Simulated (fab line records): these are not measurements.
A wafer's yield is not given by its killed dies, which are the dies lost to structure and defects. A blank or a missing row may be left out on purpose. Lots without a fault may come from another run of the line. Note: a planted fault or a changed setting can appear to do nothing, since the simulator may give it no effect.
2 desks, one fault :: flow sky130 :: every desk sees just its own numbers, and what lay behind them comes last

== THE TOOL OWNER'S DESK: litho track-04 ==
The tool's own readings at SKY_PAD_OPEN_HMDS_01 (prime time 60 s): means of the sampled wafers that have a number, for each lot that ran on this tool. If a lot's mean is further than 4 standard deviations from the usual mean, the lot is out of limits and carries the mark OUT (the distance appears in the brackets).
Columns: A = prime temp c at SKY_PAD_OPEN_HMDS_01, usual 120.00 C
lot: L224
first seen here: day 45 09:47
A: 119.94

lot: L225
first seen here: day 45 15:29
A: 120.00

lot: L227
first seen here: day 46 08:44
A: 124.45 (+40) OUT

lot: L228
first seen here: day 46 10:14
A: 124.45 (+40) OUT

lot: L229
first seen here: day 46 17:04
A: 124.38 (+40) OUT

lot: L239
first seen here: day 49 18:40
A: 119.98
This desk's finding: out of limits on L227, L228, L229; first on L227, day 46 08:44 (prime temp c at SKY_PAD_OPEN_HMDS_01). L224, L225, L239 stayed within limits.

== AT THE METROLOGY DESK ==
What the gauges read for every lot (on any tool): the sampled wafers with a number, averaged. If a lot's mean is further than 4 standard deviations from the usual mean, the lot is out of limits and carries the mark OUT (the distance appears in the brackets).
Columns: A = VIA4_OVL at SKY_VIA4_OVL_MEAS_11, usual 0.8 nm; B = VIA4_W_THK at SKY_VIA4_THK_MEAS_20, usual 489 nm
lot: L224
first seen here: day 42 23:47
A: 1.9
B: 491

lot: L223
first seen here: day 42 23:51
A: 1.9
B: 488

lot: L225
first seen here: day 43 04:45
A: -0.8
B: 484

lot: L227
first seen here: day 44 01:11
A: 0.2
B: 494

lot: L228
first seen here: day 44 02:40
A: 0.5
B: 490

lot: L229
first seen here: day 44 10:29
A: 1.8
B: 492

lot: L238
first seen here: day 46 21:30
A: 0.9
B: 490

lot: L240
first seen here: day 47 18:59
A: 0.3
B: 485

lot: L239
first seen here: day 47 19:46
A: -0.5
B: 496

lot: L242
first seen here: day 47 23:10
A: -0.9
B: 481

lot: L241
first seen here: day 48 02:45
A: 1.3
B: 491

lot: L244
first seen here: day 48 04:25
A: 0.8
B: 495

lot: L246
first seen here: day 48 17:58
A: -0.4
B: 486
Result from this desk: across the 13 lots, nothing is out of limits.

== TAKEN TOGETHER ==
An alarm could have come from the tool owner's desk at day 46 08:44, on L227, L228, L229.
At the metrology desk, nothing out of limits was observed.
The metrology desk has L227, L228, L229 on record, within its limits.
On litho track-04, each named lot ran SKY_PAD_OPEN_HMDS_01.

== WHAT HAD BEEN PUT IN BY THE SIMULATOR ==
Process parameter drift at SKY_PAD_OPEN_HMDS_01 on litho track-04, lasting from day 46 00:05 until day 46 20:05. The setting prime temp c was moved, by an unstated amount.
Shown lots that were struck: L227, L228, L229.
Each desk's first reading out of limits, in hours after the fault started: the tool owner's desk, 9.
